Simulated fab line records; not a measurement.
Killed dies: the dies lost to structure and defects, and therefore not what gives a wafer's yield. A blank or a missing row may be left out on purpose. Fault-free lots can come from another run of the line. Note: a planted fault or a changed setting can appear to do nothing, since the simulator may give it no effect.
fab line records | flow sky130
[record] lots = 6 | wafers = 18 | last_day = 50
route steps=708 shown SONOS_ONO@168 PAD_OPEN@708
lots with no fault: from the same line, run without faults
start_h: start of the lot's first displayed wafer, in hours after the record's first day | wait_h: time in hours since the lot's previous step | " repeats the value in the row above | L1.1+2: a row that stands for several wafers | - either no value or no given start | * or withheld: withheld | < > ~ a bound
route shown NAME@n: a module of which the file shows steps, and the number in the route of the first | usual: mean and standard deviation over wafers with no fault | same: alike in all rows | chamber/n: place in a boat | sites: each site's reading | _std_site: standard deviation of those values | _edge_site: mean of outer sites minus mean of inner sites | radius_mm: for every site, how far away it sits from the centre of the wafer | mask NAME#n: copy n | behind: tool/chamber where the wafer was last shaped | hold: why the lot was held/for how many hours/how that ended | device: which transistor (n, p or np) failed to switch | end of line: the same wafers' tests at the end of the route | a step given without rows: its recipe and nothing more | killed: dies that structure and defects cost at the first sort, which is not the same as the wafer's yield | map: a wafer's dies, x killed, . not, _ none there
set.NAME: the run value of the setting; set.NAME@STEP: its run value at that earlier step | model.NAME: the simulator's own value behind a step, which no gauge read
lots at some steps of the route; a table a step, a row a wafer
services: a tool's chamber out of use, with start hour (start_h, from the record's first day; less than 0 if before it), hours out, and reason
[[steps]]
[step SKY_SONOS_ONO_OXIDATION_00]
[recipe] temp_c = 800 | ambient = O2 | idle_temp_c = 700 | ramp_up_c_per_min = 10 | ramp_down_c_per_min = 3 | stabilise_s = 600 | purge_s = 300 | target_thk_a = 26 | ox_time_s = 1249
[step SKY_SONOS_ONO_THK_MEAS_01]
[recipe] reads = SiO2_of_SONOS_ONO_OXIDATION_00
[usual] SONOS_ONO_OXIDATION_THK = 2.62/0.059
lot.wafer | tool          | chamber | start_h | wait_h | SONOS_ONO_OXIDATION_THK[nm]
L299.2    | film_metro-02 | -       | 268.48  | 0.0    | 2.54
L299.3    | "             | -       | "       | "      | 2.58
L299.6    | "             | -       | "       | "      | 2.50
L302.1    | film_metro-02 | -       | 293.40  | 0.0    | 2.56
L302.3    | "             | -       | "       | "      | 2.59
L302.5    | "             | -       | "       | "      | 2.56
L317.1    | film_metro-03 | -       | 406.88  | 0.0    | 2.60
L317.4    | "             | -       | "       | "      | 2.58
L317.5    | "             | -       | "       | "      | 2.58
L318.1    | film_metro-02 | -       | 416.84  | 0.0    | 2.66
L318.2    | "             | -       | "       | "      | 2.69
L318.3    | "             | -       | "       | "      | 2.68
L319.1    | film_metro-02 | -       | 428.23  | 0.0    | 2.60
L319.2    | "             | -       | "       | "      | 2.60
L319.5    | "             | -       | "       | "      | 2.61
L320.1    | film_metro-03 | -       | 436.69  | 0.0    | 2.67
L320.4    | "             | -       | "       | "      | 2.68
L320.6    | "             | -       | "       | "      | 2.60
[step SKY_SONOS_ONO_CVD_02]
[recipe] material = Si3N4 | precursor = DCS/NH3 | target_thk_nm = 10.5 | temp_c = 770 | time_s = 175 | pressure_mtorr = 250
[step SKY_SONOS_ONO_THK_MEAS_03]
[recipe] reads = Si3N4_of_SONOS_ONO_CVD_02
[usual] SONOS_ONO_CVD_02_THK = 10.12/0.13
lot.wafer | tool          | chamber | start_h | wait_h | SONOS_ONO_CVD_02_THK[nm]
L299.2    | film_metro-03 | -       | 269.59  | 0.0    | 10.13
L299.3    | "             | -       | "       | "      | 10.05
L299.6    | "             | -       | "       | "      | 10.12
L302.1    | film_metro-02 | -       | 294.95  | 0.0    | 10.12
L302.3    | "             | -       | "       | "      | 9.89
L302.5    | "             | -       | "       | "      | 10.05
L317.1    | film_metro-01 | -       | 409.13  | 0.0    | 10.04
L317.4    | "             | -       | "       | "      | 10.06
L317.5    | "             | -       | "       | "      | 9.95
L318.1    | film_metro-03 | -       | 419.88  | 0.0    | 10.08
L318.2    | "             | -       | "       | "      | 10.07
L318.3    | "             | -       | "       | "      | 10.15
L319.1    | film_metro-02 | -       | 430.34  | 0.0    | 10.11
L319.2    | "             | -       | "       | "      | 10.11
L319.5    | "             | -       | "       | "      | 10.23
L320.1    | film_metro-03 | -       | 438.27  | 0.0    | 10.20
L320.4    | "             | -       | "       | "      | 10.21
L320.6    | "             | -       | "       | "      | 10.02
[step SKY_SONOS_ONO_CVD_04]
[recipe] material = SiO2 | precursor = SiH4/N2O | target_thk_nm = 5.7199 | temp_c = 900 | pressure_mtorr = 400
[step SKY_SONOS_ONO_THK_MEAS_05]
[recipe] reads = SiO2_of_SONOS_ONO_CVD_04
[usual] SONOS_ONO_CVD_04_THK = 5.70/0.12
lot.wafer | tool          | chamber | start_h | wait_h | SONOS_ONO_CVD_04_THK[nm]
L299.2    | film_metro-01 | -       | 270.90  | 0.0    | 5.64
L299.3    | "             | -       | "       | "      | 5.80
L299.6    | "             | -       | "       | "      | 5.83
L302.1    | film_metro-03 | -       | 296.88  | 0.0    | 5.82
L302.3    | "             | -       | "       | "      | 5.75
L302.5    | "             | -       | "       | "      | 5.86
L317.1    | film_metro-03 | -       | 410.44  | 0.0    | 5.60
L317.4    | "             | -       | "       | "      | 5.59
L317.5    | "             | -       | "       | "      | 5.60
L318.1    | film_metro-03 | -       | 421.19  | 0.0    | 5.88
L318.2    | "             | -       | "       | "      | 5.71
L318.3    | "             | -       | "       | "      | 5.74
L319.1    | film_metro-03 | -       | 431.65  | 0.0    | 5.72
L319.2    | "             | -       | "       | "      | 5.75
L319.5    | "             | -       | "       | "      | 5.63
L320.1    | film_metro-03 | -       | 439.58  | 0.0    | 5.67
L320.4    | "             | -       | "       | "      | 5.67
L320.6    | "             | -       | "       | "      | 5.77
[step SKY_SONOS_ONO_DEHYDRATE_06]
[recipe] temp_c = 200 | time_s = 60
[step SKY_SONOS_ONO_HMDS_07]
[recipe] prime_time_s = 60 | prime_temp_c = 120
[step SKY_SONOS_ONO_COAT_08]
[recipe] resist = NOVOLAK | spin_rpm = 3000 | resist_thk_nm = 1133
[step SKY_SONOS_ONO_SOFTBAKE_09]
[recipe] temp_c = 90 | time_s = 60 | resist = NOVOLAK
[step SKY_SONOS_ONO_EXPOSE_10]
[recipe] mask_id = ONOM | target_cd_nm = 410 | na = 0.6 | source_shape = conventional | sigma_outer = 0.6 | dose_mj = 150
[step SKY_SONOS_ONO_PEB_11]
[recipe] temp_c = withheld | time_s = * | resist = NOVOLAK
[step SKY_SONOS_ONO_DEVELOP_12]
[recipe] develop_time_s = 60 | dev_temp_c = 23
[usual] chill_plate_temp_C = 22.99/0.12
lot.wafer | tool           | chamber | start_h | wait_h | chill_plate_temp_C
L299.2    | litho_track-01 | 0       | 294.24  | 0.1    | 22.88
L299.3    | "              | 0       | "       | "      | 23.01
L299.6    | "              | 0       | "       | "      | 22.73
L302.1    | litho_track-04 | 0       | 321.73  | 0.1    | 22.82
L302.3    | "              | 0       | "       | "      | 22.97
L302.5    | "              | 0       | "       | "      | 22.77
L317.1    | litho_track-01 | 0       | 440.31  | 0.1    | 23.11
L317.4    | "              | 0       | "       | "      | 22.98
L317.5    | "              | 0       | "       | "      | 23.08
L318.1    | litho_track-01 | 0       | 451.71  | 0.1    | 22.85
L318.2    | "              | 0       | "       | "      | 23.04
L318.3    | "              | 0       | "       | "      | 22.94
L319.1    | litho_track-03 | 0       | 462.59  | 0.1    | 23.01
L319.2    | "              | 0       | "       | "      | 23.12
L319.5    | "              | 0       | "       | "      | 23.05
L320.1    | litho_track-03 | 0       | 469.49  | 0.1    | 23.17
L320.4    | "              | 0       | "       | "      | 23.17
L320.6    | "              | 0       | "       | "      | 23.11
[step SKY_SONOS_ONO_CD_MEAS_13]
[recipe] target_cd_nm = 410
[usual] cd_nm = 409.8/2.4
lot.wafer | tool      | chamber | start_h | wait_h | cd_nm
L299.2    | cd_sem-02 | -       | 294.38  | 0.1    | 410.5
L299.3    | "         | -       | "       | "      | 410.8
L299.6    | "         | -       | "       | "      | 410.7
L302.1    | cd_sem-01 | -       | 321.88  | 0.1    | 411.4
L302.3    | "         | -       | "       | "      | 408.4
L302.5    | "         | -       | "       | "      | 407.7
L317.1    | cd_sem-01 | -       | 440.46  | 0.1    | 424.2
L317.4    | "         | -       | "       | "      | 424.0
L317.5    | "         | -       | "       | "      | 423.8
L318.1    | cd_sem-02 | -       | 451.95  | 0.2    | 421.7
L318.2    | "         | -       | "       | "      | 422.9
L318.3    | "         | -       | "       | "      | 421.6
L319.1    | cd_sem-01 | -       | 462.74  | 0.1    | 409.2
L319.2    | "         | -       | "       | "      | 409.5
L319.5    | "         | -       | "       | "      | 409.1
L320.1    | cd_sem-01 | -       | 469.64  | 0.1    | 405.6
L320.4    | "         | -       | "       | "      | 408.6
L320.6    | "         | -       | "       | "      | 407.1
[step SKY_SONOS_ONO_OVL_MEAS_14]
[usual] SONOS_ONO_OVL = -1.4/1.4
lot.wafer | tool       | chamber | start_h | wait_h | SONOS_ONO_OVL[nm]
L299.2    | overlay-01 | -       | 294.49  | 0.1    | -2.3
L299.3    | "          | -       | "       | "      | -2.3
L299.6    | "          | -       | "       | "      | -1.8
L302.1    | overlay-02 | -       | 322.00  | 0.1    | -1.9
L302.3    | "          | -       | "       | "      | -1.9
L302.5    | "          | -       | "       | "      | -0.3
L317.1    | overlay-02 | -       | 440.58  | 0.1    | 0.0
L317.4    | "          | -       | "       | "      | -0.1
L317.5    | "          | -       | "       | "      | -2.5
L318.1    | overlay-01 | -       | 452.07  | 0.1    | -2.9
L318.2    | "          | -       | "       | "      | -2.9
L318.3    | "          | -       | "       | "      | -3.5
L319.1    | overlay-01 | -       | 462.86  | 0.1    | -2.2
L319.2    | "          | -       | "       | "      | 0.2
L319.5    | "          | -       | "       | "      | -0.6
L320.1    | overlay-01 | -       | 469.76  | 0.1    | -1.5
L320.4    | "          | -       | "       | "      | -2.9
L320.6    | "          | -       | "       | "      | -4.0
[step SKY_SONOS_ONO_ETCH_15]
[recipe] target_depth_nm = 19.52 | chemistry = CHF3/O2 | source_w = 600 | bias_w = 200 | pressure_mtorr = 40 | chf3_flow_sccm = 50 | O2_flow_sccm = 5 | time_s = 7.8
[usual] drypump_motor_current_A = 5.6/0.47 | oes_product_au = 0.998/0.012 | throttle_valve_pct = 8.824/0.0087
lot.wafer | tool        | chamber | start_h | wait_h | drypump_motor_current_A | oes_product_au | rf_hours_counter_h | throttle_valve_pct | model.SONOS_ONO.cd_nm
L299.2    | rie_diel-01 | 2       | 294.52  | 0.0    | 6.3                     | 1.018          | 31                 | 8.834              | 410.5
L299.3    | "           | 1       | "       | "      | 5.2                     | 1.004          | 9                  | 8.824              | 410.5
L299.6    | "           | 1       | "       | "      | 5.2                     | 0.999          | -                  | 8.831              | 410.5
L302.1    | rie_diel-03 | 3       | 322.03  | 0.0    | 5.1                     | 1.005          | 47                 | 8.823              | 411.2
L302.3    | "           | 1       | "       | "      | 6.3                     | 0.999          | 4                  | 8.839              | 408.9
L302.5    | "           | 3       | "       | "      | 5.1                     | 1.012          | -                  | 8.808              | 407.1
L317.1    | rie_diel-04 | 0       | 440.62  | 0.0    | 4.9                     | 0.991          | 4                  | 8.828              | 424.5
L317.4    | "           | 3       | "       | "      | 5.0                     | 1.002          | 29                 | 8.819              | 424.4
L317.5    | "           | 0       | "       | "      | 4.9                     | 0.993          | -                  | 8.817              | 424.1
L318.1    | rie_diel-01 | 1       | 452.10  | 0.0    | 5.2                     | 0.987          | 11                 | 8.817              | 420.9
L318.2    | "           | 2       | "       | "      | 6.3                     | 1.020          | 34                 | 8.836              | 423.2
L318.3    | "           | 3       | "       | "      | 5.6                     | 0.991          | 55                 | 8.828              | 420.9
L319.1    | rie_diel-03 | 2       | 462.90  | 0.0    | 6.1                     | 1.009          | 6                  | 8.825              | 409
L319.2    | "           | 1       | "       | "      | 6.2                     | 1.010          | 7                  | 8.811              | 409.1
L319.5    | "           | 1       | "       | "      | 6.2                     | 1.013          | -                  | 8.819              | 408.8
L320.1    | rie_diel-04 | 3       | 469.80  | 0.0    | 5.0                     | 1.000          | 29                 | 8.831              | 406.4
L320.4    | "           | 2       | "       | "      | 5.7                     | 1.006          | 62                 | 8.832              | 408.4
L320.6    | "           | 1       | "       | "      | 5.6                     | 1.016          | -                  | 8.813              | 407.2
[step SKY_SONOS_ONO_WET_ETCH_16]
[recipe] chemistry = dHF | target_depth_nm = 14 | dry = n2_spin | target = SiO2 | dilution = 100:1 | temp_c = 25 | time_s = 280
[step SKY_PAD_OPEN_PROBE_99]
[usual] killed_at_M0_to_M3 = 43/6.6 | killed_at_M4_up = 3.0/1.7 | killed_at_contacts = 24/5.4 | killed_at_front_end = 16/4.6 | killed_at_other = 0.3/0.53 | killed_dies = 87/9.7 | killed_open = 47/7.3 | killed_short = 39/6.5
[same] gross_dies = 492 | killed_at_back_side = 0
lot.wafer | tool      | chamber | start_h | wait_h | killed_at_M0_to_M3 | killed_at_M4_up | killed_at_contacts | killed_at_front_end | killed_at_other | killed_dies | killed_open | killed_short
L299.2    | prober-01 | -       | 1089.48 | 0.1    | 41                 | 2               | 30                 | 22                  | 0               | 95          | 59          | 35
L299.3    | prober-01 | -       | 1089.53 | 0.2    | 45                 | 3               | 28                 | 13                  | 1               | 90          | 53          | 37
L299.6    | prober-01 | -       | 1089.68 | 0.2    | 36                 | 1               | 23                 | 15                  | 1               | 76          | 38          | 37
L318.1    | prober-01 | -       | 1186.31 | 0.1    | 40                 | 2               | 26                 | 16                  | 0               | 84          | 47          | 37
L318.2    | prober-01 | -       | 1186.36 | 0.1    | 49                 | 1               | 15                 | 18                  | 2               | 85          | 37          | 48
L318.3    | prober-01 | -       | 1186.41 | 0.2    | 48                 | 3               | 24                 | 12                  | 0               | 87          | 53          | 34
// killed by level:class
L299.2 LI_CONTACT:geometric_particle:open=10 CONTACT:geometric_particle:open=10 FIELD_ISO:geometric_particle:open=9 VIA1:geometric_particle:short=8 VIA2:geometric_particle:open=8 VIA1:geometric_particle:open=7 VIA3:geometric_particle:open=6 SPACER:geometric_particle:open=5
L299.3 LI_CONTACT:geometric_particle:open=10 VIA1:geometric_particle:open=10 CONTACT:geometric_particle:open=10 VIA2:geometric_particle:open=6 LOCAL_INTERCONNECT:geometric_particle:short=5 METAL1:geometric_particle:short=5 VIA1:geometric_particle:short=5 POLY_GATE:geometric_particle:short=4
L299.6 CONTACT:geometric_particle:open=9 VIA3:geometric_particle:open=8 FIELD_ISO:geometric_particle:short=6 VIA2:geometric_particle:open=6 LI_CONTACT:geometric_particle:open=5 FIELD_ISO:geometric_particle:open=4 CONTACT:geometric_particle:short=4 VIA1:geometric_particle:short=4
L318.1 CONTACT:geometric_particle:open=15 VIA1:geometric_particle:open=8 VIA2:geometric_particle:open=7 METAL2:geometric_particle:short=6 FIELD_ISO:geometric_particle:short=5 CONTACT:geometric_particle:short=5 METAL1:geometric_particle:short=5 METAL3:geometric_particle:short=4
L318.2 METAL2:geometric_particle:short=11 METAL1:geometric_particle:short=9 VIA1:geometric_particle:open=8 CONTACT:geometric_particle:open=6 VIA2:geometric_particle:open=6 FIELD_ISO:geometric_particle:short=5 VIA3:geometric_particle:open=4 LOCAL_INTERCONNECT:geometric_particle:short=4
L318.3 VIA1:geometric_particle:open=14 VIA2:geometric_particle:open=10 LI_CONTACT:geometric_particle:open=8 LOCAL_INTERCONNECT:geometric_particle:short=5 METAL1:geometric_particle:short=5 CONTACT:geometric_particle:open=4 METAL2:geometric_particle:short=4 VIA3:geometric_particle:open=4
[[services]]
tool        | chamber | start_h | hours | kind
rie_diel-03 | -       | 273.53  | 0.7   | repair
rie_diel-01 | 2       | 299.64  | 7.2   | repair
rie_diel-03 | 1       | 348.12  | 19.3  | repair
rie_diel-01 | 2       | 350.96  | 7.2   | repair
rie_diel-04 | -       | 358.56  | 4.2   | repair
rie_diel-01 | 2       | 379.15  | 2.3   | repair
rie_diel-01 | -       | 399.39  | 1.0   | repair
rie_diel-01 | -       | 400.42  | 4.0   | pm
rie_diel-03 | -       | 404.92  | 1.1   | repair
rie_diel-04 | 2       | 405.58  | 17.9  | repair
rie_diel-04 | -       | 426.04  | 0.4   | repair
rie_diel-04 | -       | 447.37  | 2.8   | pm
rie_diel-04 | 0       | 450.88  | 2.9   | repair
rie_diel-03 | -       | 453.68  | 0.9   | repair
rie_diel-01 | 1       | 457.33  | 5.3   | repair
rie_diel-03 | 1       | 457.64  | 4.5   | repair
rie_diel-03 | 3       | 458.87  | 4.9   | repair
rie_diel-01 | 0       | 462.47  | 4.1   | repair
[[key]]
[first_sign] step = SKY_SONOS_ONO_CD_MEAS_13 | reading = cd_nm | direction = up | sigmas = 5.5 | usual = 409.8 | struck = 423.1
effect none on later readings
[model_effect] step = SKY_SONOS_ONO_ETCH_15 | value = SONOS_ONO.cd_nm | without = 410.6 | struck = 423
met_at SKY_SONOS_ONO_DEVELOP_12
struck_wafers L317.1,L317.4,L317.5,L318.1,L318.2,L318.3
tester_left_out L317,L318
onset_between 294.24 440.31
[fault] kind = process_parameter_drift | tool = litho_track-01 | chamber = - | onset_h = 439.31 | steps = SKY_SONOS_ONO_DEVELOP_12 | channel = develop_time_s | offset = * | shape = step | end_h = 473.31 | acts_in = * | stated = *
// tester_left_out: of these lots the tester's yield and bins aren't shown, on N5 and GAA mostly nor the transistor test; their killed dies are dies lost to structure and defects alone, not to doping, threshold or leakage, so they don't give the yield
